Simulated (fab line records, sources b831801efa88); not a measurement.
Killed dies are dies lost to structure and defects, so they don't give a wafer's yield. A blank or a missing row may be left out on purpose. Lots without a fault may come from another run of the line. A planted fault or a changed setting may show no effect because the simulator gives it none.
Which tool did it? | flow gf180mcu | 14 lots, 42 wafers sampled, at 4 steps of a route of 602

WHAT THE GAUGES READ, wafer by wafer
GF_STI_BOW_MEAS_00.
lot  | measured    | on            | INCOMING_BOW (um)
L232 | day 1 10:00 | film_metro-04 | 5 8 4
L233 | day 1 15:01 | film_metro-02 | 2 -13 14
L235 | day 2 01:00 | film_metro-04 | 2 10 1
L237 | day 2 11:00 | film_metro-03 | -17 4 4
L238 | day 2 16:00 | film_metro-03 | 6 6 5
L241 | day 3 07:01 | film_metro-03 | -1 8 6
L243 | day 3 17:00 | film_metro-04 | -7 9 -10
L244 | day 3 22:00 | film_metro-02 | 3 6 -17
L245 | day 4 03:00 | film_metro-04 | -16 -3 2
L246 | day 4 08:01 | film_metro-02 | -3 -1 -9
L248 | day 4 18:01 | film_metro-04 | -2 -10 7
L249 | day 4 23:00 | film_metro-02 | 12 4 1
L250 | day 5 04:02 | film_metro-04 | -8 2 -1
L251 | day 5 09:01 | film_metro-02 | -3 -1 1

GF_STI_THK_MEAS_30.
lot  | measured    | on            | STI_OXIDATION_02_THK (nm)
L232 | day 2 05:51 | film_metro-02 | 10.25 10.46 10.37
L233 | day 2 12:22 | film_metro-04 | 10.03 10.01 10.08
L235 | day 2 21:33 | film_metro-02 | 9.97 9.72 9.86
L237 | day 3 07:01 | film_metro-04 | 9.76 9.75 9.87
L238 | day 3 13:45 | film_metro-03 | 10.21 10.06 9.99
L241 | day 4 04:17 | film_metro-03 | 10.00 10.09 10.18
L243 | day 4 15:07 | film_metro-04 | 10.09 10.18 10.14
L244 | day 4 21:15 | film_metro-04 | 10.32 10.22 10.10
L245 | day 5 02:05 | film_metro-03 | 10.07 10.03 9.93
L246 | day 5 09:08 | film_metro-03 | 10.24 9.95 9.99
L248 | day 5 18:13 | film_metro-02 | 10.16 10.08 9.91
L249 | day 5 21:09 | film_metro-03 | 10.14 10.07 10.07
L250 | day 6 04:58 | film_metro-03 | 9.79 9.92 9.74
L251 | day 6 09:34 | film_metro-02 | 10.49 10.49 10.37

WHICH TOOL RAN EACH LOT (tool, then ch and the chambers of the sampled wafers, then the start)
lot  | GF_STI_DEVELOP_11                | GF_STI_ETCH_13
L232 | litho_track-01 ch 0, day 2 01:17 | rie_diel-01 ch 1,3, day 2 01:35
L233 | litho_track-03 ch 0, day 2 07:37 | rie_diel-02 ch 1,2, day 2 07:52
L235 | litho_track-04 ch 0, day 2 15:48 | rie_diel-03 ch 0,1,2, day 2 16:04
L237 | litho_track-04 ch 0, day 3 02:27 | rie_diel-01 ch 1,3, day 3 02:43
L238 | litho_track-04 ch 0, day 3 08:42 | rie_diel-02 ch 0,1,2, day 3 08:58
L241 | litho_track-01 ch 0, day 3 23:46 | rie_diel-02 ch 1,3, day 4 00:01
L243 | litho_track-01 ch 0, day 4 10:32 | rie_diel-02 ch 1,2,3, day 4 10:49
L244 | litho_track-04 ch 0, day 4 14:54 | rie_diel-02 ch 0,1,3, day 4 15:10
L245 | litho_track-01 ch 0, day 4 21:32 | rie_diel-02 ch 0,2, day 4 21:49
L246 | litho_track-04 ch 0, day 5 01:01 | rie_diel-03 ch 0,2,3, day 5 01:16
L248 | litho_track-04 ch 0, day 5 12:28 | rie_diel-02 ch 2,3, day 5 12:43
L249 | litho_track-04 ch 0, day 5 16:24 | rie_diel-03 ch 1,2,3, day 5 16:40
L250 | litho_track-01 ch 0, day 5 23:20 | rie_diel-02 ch 0,2,3, day 5 23:34
L251 | litho_track-04 ch 0, day 6 03:01 | rie_diel-01 ch 0,1,2, day 6 03:16
- GF_STI_DEVELOP_11: develop time 60 s.
- GF_STI_ETCH_13: etches the open film in CHF3/O2, stops on Si, target depth 282.31 nm, time 112.9 s.

WHAT THE TOOLS THEMSELVES READ (means of the sampled wafers that have a number; where no wafer has one, the mark that the record gives instead)
GF_STI_DEVELOP_11.
lot  | tool           | developer_temp_C (C) | resist_line_temp_C (C)
L232 | litho_track-01 | 21.08                | 22.94
L233 | litho_track-03 | 21.14                | 22.86
L235 | litho_track-04 | 21.01                | 23.20
L237 | litho_track-04 | 20.93                | 22.98
L238 | litho_track-04 | 21.10                | 22.90
L241 | litho_track-01 | 20.94                | 22.99
L243 | litho_track-01 | 20.99                | 23.07
L244 | litho_track-04 | 20.85                | 23.11
L245 | litho_track-01 | 21.02                | 23.07
L246 | litho_track-04 | 21.00                | 23.01
L248 | litho_track-04 | 21.07                | 22.91
L249 | litho_track-04 | 21.90                | 23.06
L250 | litho_track-01 | 21.02                | 23.00
L251 | litho_track-04 | 21.80                | 22.94

GF_STI_ETCH_13.
lot  | tool        | drypump_motor_current_A (A) | oes_product_au (a.u.) | throttle_valve_pct (%)
L232 | rie_diel-01 | 5.9                         | 0.835                 | 8.807
L233 | rie_diel-02 | 5.6                         | 0.831                 | 8.807
L235 | rie_diel-03 | 6.0                         | 0.828                 | 8.802
L237 | rie_diel-01 | 5.9                         | 0.839                 | 8.805
L238 | rie_diel-02 | 5.4                         | 0.824                 | 8.807
L241 | rie_diel-02 | 6.0                         | 0.828                 | 8.807
L243 | rie_diel-02 | 5.6                         | 0.827                 | 8.807
L244 | rie_diel-02 | 5.7                         | 0.842                 | 8.809
L245 | rie_diel-02 | 5.1                         | 0.829                 | 8.810
L246 | rie_diel-03 | 5.6                         | 0.829                 | 8.804
L248 | rie_diel-02 | 5.6                         | 0.831                 | 8.815
L249 | rie_diel-03 | 5.7                         | 0.831                 | 8.814
L250 | rie_diel-02 | 5.4                         | 0.831                 | 8.810
L251 | rie_diel-01 | 6.0                         | 0.831                 | 8.813

THE ANSWER, worked out from the rows above alone
Rule: what is usual is taken from the lots themselves. Put in order of their means at a reading, lots are off if they are a third of the lots or fewer, leave a main group of 4 or more, and stand apart from it by a gap of 3 or more times the standard deviation of the main group's means; of several such gaps the widest counts. A main group whose means are all the same, to the digits that the tables above print for the reading, isn't used. A lot without any number at a reading at which 4 lots or more have one is off too. The other lots that the step has rows for count as sound. The gauges are gone through in route order, then the tools' own readings, and for those a lot's mean is taken as printed above. The first step at which some lot is off is used, and at that step the reading that is off furthest; a lot without a number counts as furthest.
Off: L249, L251, at GF_STI_DEVELOP_11 (developer_temp_C). The main group: mean 21.01 C, standard deviation 0.077.
A tool fits if, at that step or a process step before it, it ran every lot that is off, and no sound lot after the first of them. One fits: litho_track-04 at GF_STI_DEVELOP_11. Its last sound lot is L248 (day 5 12:28), its first lot that is off L249 (day 5 16:24): a fault that began between those two fits.
The tool's own readings at GF_STI_DEVELOP_11 bear it out: on the lots that are off they differ by more than 5 times the standard deviation of the sound lots' means. developer_temp_C reads 21.85 C there against 21.01 C on the sound lots.

WHAT THE SIMULATOR HAD PUT IN
Process parameter drift: litho_track-04, from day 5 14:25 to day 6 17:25, at GF_STI_DEVELOP_11. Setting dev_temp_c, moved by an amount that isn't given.
Lots struck among those shown: L249, L251. The rule above found the same.
